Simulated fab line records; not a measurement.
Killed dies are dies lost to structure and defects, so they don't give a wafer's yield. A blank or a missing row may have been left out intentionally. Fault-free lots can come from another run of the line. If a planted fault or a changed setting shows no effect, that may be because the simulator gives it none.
Check of tool commonality / flow gf180mcu / Sample size 12 lots and 36 wafers

## WHAT PROMPTED THE OPENING
3 of 12 lots carry a flag on the reading V1_CVD_00_THK at GF_V1_THK_MEAS_01. Fault-free wafers read 600 nm, with a standard deviation of 7.
Rule: a lot is flagged when every wafer of it that has a number lies more than 4 standard deviations from that mean, or none has a number. All remaining lots are regarded as sound.

lot=L865; measured=day 17 15:22; on=filmMetro-03; V1_CVD_00_THK (nm), wafer by wafer=594 599 593; flag=
lot=L869; measured=day 19 03:26; on=filmMetro-03; V1_CVD_00_THK (nm), wafer by wafer=1178 1194 1205; flag=FLAGGED
lot=L870; measured=day 19 07:16; on=filmMetro-03; V1_CVD_00_THK (nm), wafer by wafer=1189 1213 1196; flag=FLAGGED
lot=L873; measured=day 20 13:16; on=filmMetro-01; V1_CVD_00_THK (nm), wafer by wafer=592 598 593; flag=
lot=L875; measured=day 21 18:16; on=filmMetro-01; V1_CVD_00_THK (nm), wafer by wafer=1215 1212 1213; flag=FLAGGED
lot=L877; measured=day 22 03:52; on=filmMetro-01; V1_CVD_00_THK (nm), wafer by wafer=594 605 613; flag=
lot=L881; measured=day 23 09:49; on=filmMetro-01; V1_CVD_00_THK (nm), wafer by wafer=605 608 597; flag=
lot=L882; measured=day 24 02:32; on=filmMetro-03; V1_CVD_00_THK (nm), wafer by wafer=594 590 598; flag=
lot=L884; measured=day 24 07:27; on=filmMetro-02; V1_CVD_00_THK (nm), wafer by wafer=609 609 597; flag=
lot=L885; measured=day 24 12:03; on=filmMetro-01; V1_CVD_00_THK (nm), wafer by wafer=596 601 609; flag=
lot=L886; measured=day 24 20:18; on=filmMetro-03; V1_CVD_00_THK (nm), wafer by wafer=596 605 587; flag=
lot=L888; measured=day 25 06:38; on=filmMetro-03; V1_CVD_00_THK (nm), wafer by wafer=609 596 590; flag=
The numbers of the flagged lots are 1202 nm on average: +602 nm against the usual, or +86 standard deviations.

## EACH LOT AND THE TOOL IT RAN ON
The record holds 3 process steps before the reading, out of a route of 602 steps. In each cell: the tool, then ch and the chambers that the sampled wafers went through, then the start.
lot=L865; flag=; GF_CONTACT_CVD_02=pecvd-03 ch 0,2, day 15 15:22; GF_M1_SPUTTER_01=pvdSputter-02, day 16 15:00; GF_V1_CVD_00=hdpcvd-01 ch 0,1, day 17 15:17
lot=L869; flag=FLAGGED; GF_CONTACT_CVD_02=pecvd-02 ch 0,1,2, day 17 00:22; GF_M1_SPUTTER_01=pvdSputter-01, day 18 01:54; GF_V1_CVD_00=hdpcvd-02 ch 0,1,2, day 19 03:07
lot=L870; flag=FLAGGED; GF_CONTACT_CVD_02=pecvd-01 ch 0,2, day 17 04:16; GF_M1_SPUTTER_01=pvdSputter-03, day 18 05:30; GF_V1_CVD_00=hdpcvd-01 ch 0,1,2, day 19 06:50
lot=L873; flag=; GF_CONTACT_CVD_02=pecvd-03 ch 0,1,2, day 18 09:46; GF_M1_SPUTTER_01=pvdSputter-01, day 19 11:47; GF_V1_CVD_00=hdpcvd-02 ch 0,1,2, day 20 13:11
lot=L875; flag=FLAGGED; GF_CONTACT_CVD_02=pecvd-03 ch 0,1,2, day 19 14:13; GF_M1_SPUTTER_01=pvdSputter-02, day 20 16:29; GF_V1_CVD_00=hdpcvd-02 ch 0,2, day 21 17:56
lot=L877; flag=; GF_CONTACT_CVD_02=pecvd-02 ch 1,2, day 19 23:52; GF_M1_SPUTTER_01=pvdSputter-01, day 21 02:17; GF_V1_CVD_00=hdpcvd-02 ch 0,1,2, day 22 03:48
lot=L881; flag=; GF_CONTACT_CVD_02=pecvd-03 ch 0,1, day 21 07:13; GF_M1_SPUTTER_01=pvdSputter-01, day 22 09:17; GF_V1_CVD_00=hdpcvd-02 ch 0,1,2, day 23 09:44
lot=L882; flag=; GF_CONTACT_CVD_02=pecvd-03 ch 0,1, day 21 16:28; GF_M1_SPUTTER_01=pvdSputter-01, day 22 18:08; GF_V1_CVD_00=hdpcvd-02 ch 0,1,2, day 24 02:26
lot=L884; flag=; GF_CONTACT_CVD_02=pecvd-01 ch 0,1,2, day 22 07:09; GF_M1_SPUTTER_01=pvdSputter-02, day 23 08:47; GF_V1_CVD_00=hdpcvd-02 ch 0,2, day 24 07:22
lot=L885; flag=; GF_CONTACT_CVD_02=pecvd-03 ch 0,1,2, day 22 13:59; GF_M1_SPUTTER_01=pvdSputter-01, day 23 14:31; GF_V1_CVD_00=hdpcvd-02 ch 1,2, day 24 11:59
lot=L886; flag=; GF_CONTACT_CVD_02=pecvd-03 ch 0,1,2, day 22 20:54; GF_M1_SPUTTER_01=pvdSputter-03, day 23 22:02; GF_V1_CVD_00=hdpcvd-02 ch 0,1,2, day 24 20:14
lot=L888; flag=; GF_CONTACT_CVD_02=pecvd-02 ch 0,1,2, day 23 07:46; GF_M1_SPUTTER_01=pvdSputter-02, day 24 07:17; GF_V1_CVD_00=hdpcvd-01 ch 0,1,2, day 25 06:34
These steps, and what they do:
- GF_CONTACT_CVD_02: deposits SiO2 from TEOS, target thk 860 nm, time 95.992 s.
- GF_M1_SPUTTER_01: material TiN, target thk 30 nm, time 25 s.
- GF_V1_CVD_00: deposits SiO2, target thk 600 nm, time 100 s.
- GF_V1_THK_MEAS_01

## FLAGGED OVER TOTAL, TOOL BY TOOL (the gauges that took the reading come last)
step=GF_CONTACT_CVD_02; tool=pecvd-01; lots run=2; flagged=1; share of the flagged lots=some; sound lots run after its first flagged lot=1 (L884)
step=GF_CONTACT_CVD_02; tool=pecvd-02; lots run=3; flagged=1; share of the flagged lots=some; sound lots run after its first flagged lot=2 (L877,L888)
step=GF_CONTACT_CVD_02; tool=pecvd-03; lots run=7; flagged=1; share of the flagged lots=some; sound lots run after its first flagged lot=4 (L881,L882,L885,L886)
step=GF_M1_SPUTTER_01; tool=pvdSputter-01; lots run=6; flagged=1; share of the flagged lots=some; sound lots run after its first flagged lot=5 (L873,L877,L881,L882,L885)
step=GF_M1_SPUTTER_01; tool=pvdSputter-02; lots run=4; flagged=1; share of the flagged lots=some; sound lots run after its first flagged lot=2 (L884,L888)
step=GF_M1_SPUTTER_01; tool=pvdSputter-03; lots run=2; flagged=1; share of the flagged lots=some; sound lots run after its first flagged lot=1 (L886)
step=GF_V1_CVD_00; tool=hdpcvd-01; lots run=3; flagged=1; share of the flagged lots=some; sound lots run after its first flagged lot=1 (L888)
step=GF_V1_CVD_00; tool=hdpcvd-02; lots run=9; flagged=2; share of the flagged lots=some; sound lots run after its first flagged lot=7 (L873,L877,L881,L882,L884,L885,L886)
step=GF_V1_THK_MEAS_01; tool=filmMetro-01; lots run=5; flagged=1; share of the flagged lots=some; sound lots run after its first flagged lot=3 (L877,L881,L885)
step=GF_V1_THK_MEAS_01; tool=filmMetro-02; lots run=1; flagged=0; share of the flagged lots=none; sound lots run after its first flagged lot=-
step=GF_V1_THK_MEAS_01; tool=filmMetro-03; lots run=6; flagged=2; share of the flagged lots=some; sound lots run after its first flagged lot=3 (L882,L886,L888)

## WHAT THE TABLE PERMITS
No row of the table ran every flagged lot.

## WHAT THE SIMULATOR HAD INSERTED
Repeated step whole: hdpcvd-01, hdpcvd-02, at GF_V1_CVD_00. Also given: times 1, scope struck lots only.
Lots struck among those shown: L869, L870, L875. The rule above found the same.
